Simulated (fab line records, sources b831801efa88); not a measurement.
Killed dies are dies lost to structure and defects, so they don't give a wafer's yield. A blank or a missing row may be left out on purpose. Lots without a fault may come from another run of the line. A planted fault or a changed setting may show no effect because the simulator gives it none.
Problem report in the 8D (eight disciplines) form, filled by code | flow gf180mcu | the parts of the form that need people (team, actions taken, sign-off) are left out

1. THE PROBLEM
PASSIVATION_CVD_00_THK at GF_PASSIVATION_THK_MEAS_01 reads a mean of 1407 nm on 4 wafers of 2 lots; wafers without a fault read 999 nm with a standard deviation of 14. That is +29 standard deviations from the usual mean.
First seen on wafer L550.1, day 33 11:23, on film_metro-02. The record holds 36 wafers of 12 lots with a number at this step. Rule for "out", or "out of limits": more than 4 standard deviations from the usual mean. The other wafers with a number count as sound.

2. WHAT IT IS AND WHAT IT IS NOT
question                    | is                             | is not
which readings at this step | PASSIVATION_CVD_00_THK         | -
which lots                  | L550, L553                     | L531, L532, L533, L534, L536, L540, L541, L542, L547, L554
which wafers of those lots  | L550.1, L550.4, L553.4, L553.6 | L550.3, L553.3
read on which gauges        | film_metro-02                  | film_metro-01, film_metro-03
when                        | from day 33 11:23              | up to then (28 sound wafers); but 4 sound wafers of L553, L554 came after

3. SUSPECTS, AND WHAT RULES EACH OUT
Counting: a tool at a process step up to the reading stays a suspect if it ran every lot that is out. Sound lots after the first of them don't rule it out here, since some wafers of a struck lot are sound.
- the gauge at GF_PASSIVATION_THK_MEAS_01: ruled out. All the wafers that are out were read on film_metro-02, but those of them that GF_PASSIVATION_PROBE_99 has rows for are out there too, on other tools.
- pvd_sputter-01 at GF_MIM_SPUTTER_02 (material AlCu, target thk 450 nm, time 23.9 s): kept. It ran every lot that is out, first L550 (day 30 08:43); its last sound lot up to then is L531 (day 24 17:44).
- pecvd-01 at GF_PASSIVATION_CVD_00 (deposits SiO2 from TEOS, target thk 1000 nm, time 111.95 s): kept. It ran every lot that is out, first L550 (day 33 11:18); its last sound lot up to then is L547 (day 32 17:07).
Left after counting: pvd_sputter-01 at GF_MIM_SPUTTER_02, pecvd-01 at GF_PASSIVATION_CVD_00.

4. THE CAUSE (what the simulator had put in)
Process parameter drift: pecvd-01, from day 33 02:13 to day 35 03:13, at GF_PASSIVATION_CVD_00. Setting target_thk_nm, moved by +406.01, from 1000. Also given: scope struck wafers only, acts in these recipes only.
Counting left 2 suspects, and this tool is among them.

5. THE CHAIN OF EFFECTS, in route order
Each row: a reading whose mean over the struck wafers that have a number lies more than 3 standard deviations from the usual. Only readings for which the record gives a usual standard deviation are gone through. hours: the time from each lot's start at the first step in this table that gives one to its start at this step, as a median over the lots. sigmas: the change in usual standard deviations.
hours | step                       | reading                | usual  | on struck wafers | change | sigmas
0     | GF_PASSIVATION_THK_MEAS_01 | PASSIVATION_CVD_00_THK | 999 nm | 1407             | +408   | +29
17    | GF_PASSIVATION_PROBE_99    | defect_limited_yield   | 90.4 % | 4.8              | -85.6  | -61
17    | GF_PASSIVATION_PROBE_99    | killed_at_other        | 0.1    | 419.8            | +419.6 | +99 or more
17    | GF_PASSIVATION_PROBE_99    | killed_dies            | 47     | 468              | +421   | +61
17    | GF_PASSIVATION_PROBE_99    | killed_on_rim          | 8.8    | 84.0             | +75.2  | +28
17    | GF_PASSIVATION_PROBE_99    | sort_bin_5_function    | 5.6 %  | 90.7             | +85.1  | +77
17    | GF_PASSIVATION_PROBE_99    | sort_n_pass            | 445    | 24               | -421   | -61
17    | GF_PASSIVATION_PROBE_99    | sort_yield_pct         | 90.4 % | 4.8              | -85.6  | -61
The process steps in it:
- GF_PASSIVATION_PROBE_99

6. WHAT WOULD HAVE CAUGHT IT SOONER
In this record the first reading out of limits at a measuring or inspecting step was taken at day 33 11:23, 9 hours after the fault began at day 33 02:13.
Of the tool readings at GF_PASSIVATION_CVD_00 for which the record gives a usual standard deviation, none was out on any struck wafer, so an alarm limit of 4 standard deviations on them would not have fired.
Of the lots that are out (2), L553 began GF_PASSIVATION_CVD_00 on pecvd-01 after day 33 11:23. A hold on the tool at that time would have spared it.
